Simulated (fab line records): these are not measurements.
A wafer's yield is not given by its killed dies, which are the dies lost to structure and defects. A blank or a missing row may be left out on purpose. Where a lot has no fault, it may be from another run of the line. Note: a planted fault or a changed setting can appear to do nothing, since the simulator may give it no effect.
A struck lot beside a sound one ; flow sky130 ; 28 steps out of a route of 708
Sound: these wafers, L334.1, L334.4, L334.6. Wafers L346.1, L346.3, L346.6 were the ones struck. The cause comes at the end.
For every step that has rows: the tool of each side, followed by ch and its chambers, followed by its first start. Under that, the readings that differ: sound wafers ; struck wafers ; difference of the means ; sigmas: that difference in standard deviations of wafers without a fault.
alike: same words and numbers on both sides, and readings whose means sit less than 2 such deviations apart. not compared: any withheld reading, any reading some wafer has no value for, any bound like >300 that may hide the same value, and any number with overlapping values for which the record gives no deviation.
A row with sigmas, a row that says differs or no value, or rows on one side alone: a step with any of these is where the two part. Numbers that don't overlap but have no deviation are shown without sigmas and don't part them. A reading missing from all wafers of one side parts the sides only when that side holds two or more wafers.

first, 10 steps without rows for these wafers: SKY_VIA1_ETCH_15 (etches SiO2 in C4F8/O2/Ar, stops on TiN, target depth 351 nm, time 54 s); SKY_VIA1_STRIP_16 (strips in O2/N2); SKY_VIA1_STRIP_17 (strips in post etch residue remover, time 1200 s); SKY_VIA1_CLEAN_18 (cleans in IPA, time 180 s); SKY_VIA1_CLEAN_19 (cleans in O3/DIW); SKY_VIA1_SPUTTER_20 (material TiN, target thk 20 nm, time 80 s); SKY_VIA1_CVD_21 (deposits W, target thk 270 nm, time 80.902 s); SKY_VIA1_CMP_24 (polishes, stops on SiO2, t overpolish 15 s, target thk 0 nm); SKY_METAL2_SPUTTER_00 (material Ti, target thk 15 nm, time 10 s); SKY_METAL2_SPUTTER_01 (material TiN, target thk 20 nm, time 16.7 s).
SKY_METAL2_SPUTTER_02: material AlCu, target thk 250 nm, time 13.3 s.
  sound on pvd_sputter-03 at day 34 22:32; struck on pvd_sputter-03 at day 39 06:32
reading;sound;struck;difference;sigmas
model.AlCu_of_METAL2_SPUTTER_02.thk_nm (nm);248.4 247.7 246.2;216 214.5 214.3;-32;
  alike: chamber_pressure_pa, throttle_valve_pct
then, 2 steps without rows for these wafers: SKY_METAL2_SPUTTER_03 (material Ti, target thk 5 nm, time 3.3 s); SKY_METAL2_SPUTTER_04 (material TiN, target thk 70 nm, time 58.3 s).
SKY_METAL2_RS_MEAS_05: measures by four-point-probe.
  sound on film_metro-01 at day 34 22:38; struck on film_metro-04 at day 39 06:37
reading;sound;struck;difference;sigmas
METAL2_ALCU_RS (ohm/sq);0.1273 0.1278 0.1287;0.1473 0.1489 0.1486;+0.0203;+18
SKY_METAL2_THK_MEAS_06: measures by xrf.
  sound on film_metro-01 at day 34 22:45; struck on film_metro-04 at day 39 06:44
reading;sound;struck;difference;sigmas
METAL2_ALCU_THK (nm);252 251 248;219 218 217;-32;-10
then, 10 steps without rows for these wafers: SKY_METAL2_DEHYDRATE_07 (time 60 s); SKY_METAL2_HMDS_08 (prime time 60 s); SKY_METAL2_COAT_09 (resist thk 60 nm); SKY_METAL2_COAT_10 (resist thk 450 nm); SKY_METAL2_SOFTBAKE_11 (time 90 s); SKY_METAL2_EXPOSE_12 (exposes mask MM2, target cd 140 nm); SKY_METAL2_PEB_13; SKY_METAL2_DEVELOP_14 (develop time 60 s); SKY_METAL2_DESCUM_17 (chemistry O2, time 8 s); SKY_METAL2_ETCH_18 (etches BARC in N2/H2, stops on SiO2, time 45.9 s, target depth 60 nm).
SKY_METAL2_METAL_ETCH_19: etches the open film in Cl2/BCl3, stops on SiO2, target depth 360 nm, time 78 s.
  sound on rie_metal-02 ch 1, day 36 00:56; struck on rie_metal-03 ch 1, day 40 07:16
reading;sound;struck;difference;sigmas
oes_product_au (a.u.);0.855 0.860 0.846;0.837 0.826 0.829;-0.023;-4
  alike: drypump_motor_current_A, throttle_valve_pct
  not compared: rf_hours_counter_h
then, 1 step without rows for these wafers: SKY_METAL2_STRIP_20 (strips in O2/N2).
-- the record jumps here: 9 days lie between the struck wafers' starts before and after (it left off in module METAL2 and takes up again in module PAD_OPEN, whose first step shown is number 708 of the route) --
SKY_PAD_OPEN_PROBE_99:
  sound on prober-02 at day 46 12:38; struck on prober-02 at day 49 19:07
reading;sound;struck;difference;sigmas
model.etest.met2.line_ohm_um;0.9245 0.9331 0.9315;1.065 1.071 1.111;+0.153;
model.etest.met2.rs_ohm_sq;0.1289 0.1309 0.1309;0.15 0.1494 0.1512;+0.02;
  alike: defect_limited_yield, killed_at_M0_to_M3, killed_at_M4_up, killed_at_contacts, killed_at_front_end, killed_at_other, killed_dies, killed_open, killed_short, sort_bin_3_pad_short, sort_bin_5_function, sort_bin_6_memory, sort_n_pass, sort_yield_pct

## WHERE THEY PART
First at SKY_METAL2_RS_MEAS_05; last, within this record, at SKY_METAL2_METAL_ETCH_19. Later steps at which nothing parts them and some readings are alike: SKY_PAD_OPEN_PROBE_99.

WHY: the cause the simulator had injected
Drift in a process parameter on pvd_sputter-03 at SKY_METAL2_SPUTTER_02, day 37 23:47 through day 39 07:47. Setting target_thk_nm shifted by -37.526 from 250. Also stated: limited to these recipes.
